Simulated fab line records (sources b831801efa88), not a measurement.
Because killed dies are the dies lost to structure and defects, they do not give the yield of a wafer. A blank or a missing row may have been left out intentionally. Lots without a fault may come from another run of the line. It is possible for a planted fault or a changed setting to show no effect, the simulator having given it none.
Problem report, 8D (eight disciplines) form, completed by code :: flow gf180mcu :: the parts of the form that need people (team, actions taken, sign-off) are left out

1. PROBLEM STATEMENT
V1_W_RS at GF_V1_RS_MEAS_24 reads a mean of 0.211 ohm/sq on 1 wafer of 1 lot; wafers without a fault read 0.325 ohm/sq with a standard deviation of 0.006. That is -19 standard deviations from the usual mean.
The step: measures by four-point-probe.
Seen first at day 24 13:27 on film_metro-03, wafer L970.4. Wafers with a number at this step in the record: 33, from 11 lots. Rule for "out" (also "out of limits"): further than 4 standard deviations from the usual mean. All remaining wafers that have a number are taken as sound.

2. WHAT IT IS AND WHAT IT IS NOT
question: which readings at this step
is: V1_W_RS
is not: -

question: which lots
is: L970
is not: L953, L954, L955, L956, L957, L959, L960, L961, L973, L976

question: which wafers of those lots
is: L970.4
is not: L970.5, L970.6

question: read on which gauges
is: film_metro-03
is not: film_metro-02, film_metro-04

question: when
is: from day 24 13:27
is not: up to then (26 sound wafers); but 6 sound wafers of L973, L976 came after

3. WHAT RULES OUT EACH SUSPECT
Counting: if a tool at a process step up to the reading ran every lot that is out, it stays a suspect. Sound lots after the first of them don't rule it out here, since some wafers of a struck lot are sound.
- ruled out: the gauge at GF_V1_RS_MEAS_24. All the wafers that are out were read on film_metro-03, but those of them that GF_V1_CMP_26 has rows for are out there too, on other tools.
- cvd_w-01 at GF_V1_CVD_23 (deposits W, target thk 350 nm, time 105.05 s): kept. L970, the lot that is out, went through it at day 24 13:19; up to then, the latest sound lot through it was L961 at day 21 13:33.
The count leaves cvd_w-01 at GF_V1_CVD_23.

4. THE CAUSE (what the simulator had put in)
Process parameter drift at GF_V1_CVD_23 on cvd_w-01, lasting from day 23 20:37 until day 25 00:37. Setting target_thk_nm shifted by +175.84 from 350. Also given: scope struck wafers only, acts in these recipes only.
This tool alone remained once counting was done.

5. SEQUENCE OF EFFECTS, ordered by route
One row per reading whose mean, taken over the struck wafers that have a number, lies over 3 standard deviations from the usual. Readings are gone through only where the record gives a usual standard deviation; hours: the median, over the lots, of the time from a lot's start at the first step in this table giving one to that lot's start at this step; sigmas: the change measured in usual standard deviations.
hours: 0
step: GF_V1_RS_MEAS_24
reading: V1_W_RS
usual: 0.325 ohm/sq
on struck wafers: 0.211
change: -0.114
sigmas: -19

hours: 0
step: GF_V1_CMP_26
reading: time_to_endpoint_s
usual: 86 s
on struck wafers: 128
change: +42
sigmas: +9.8
Process steps it contains:
- GF_V1_CMP_26: polishes, stops on SiO2, t overpolish 15 s, target thk 0 nm.
Readings that are blank on the struck wafers while sound wafers have them: V1_W_THK at GF_V1_THK_MEAS_25.
Later steps that measure or inspect, where all struck wafers having a row at the step show a number for every such reading and not one has moved that far: GF_M2_CD_MEAS_14.

6. WHAT WOULD HAVE CAUGHT IT SOONER
In this record the first reading out of limits at a measuring or inspecting step was taken at day 24 13:27, 17 hours after the fault began at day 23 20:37.
An alarm limit of 4 standard deviations would not have fired on the tool readings at GF_V1_CVD_23 for which the record gives a usual standard deviation, since none of them was out on any struck wafer.
Each of the lots that are out, 1 in all, had begun GF_V1_CVD_23 on cvd_w-01 no later than day 24 13:27. Tool hold at that time: it would have spared none of them.
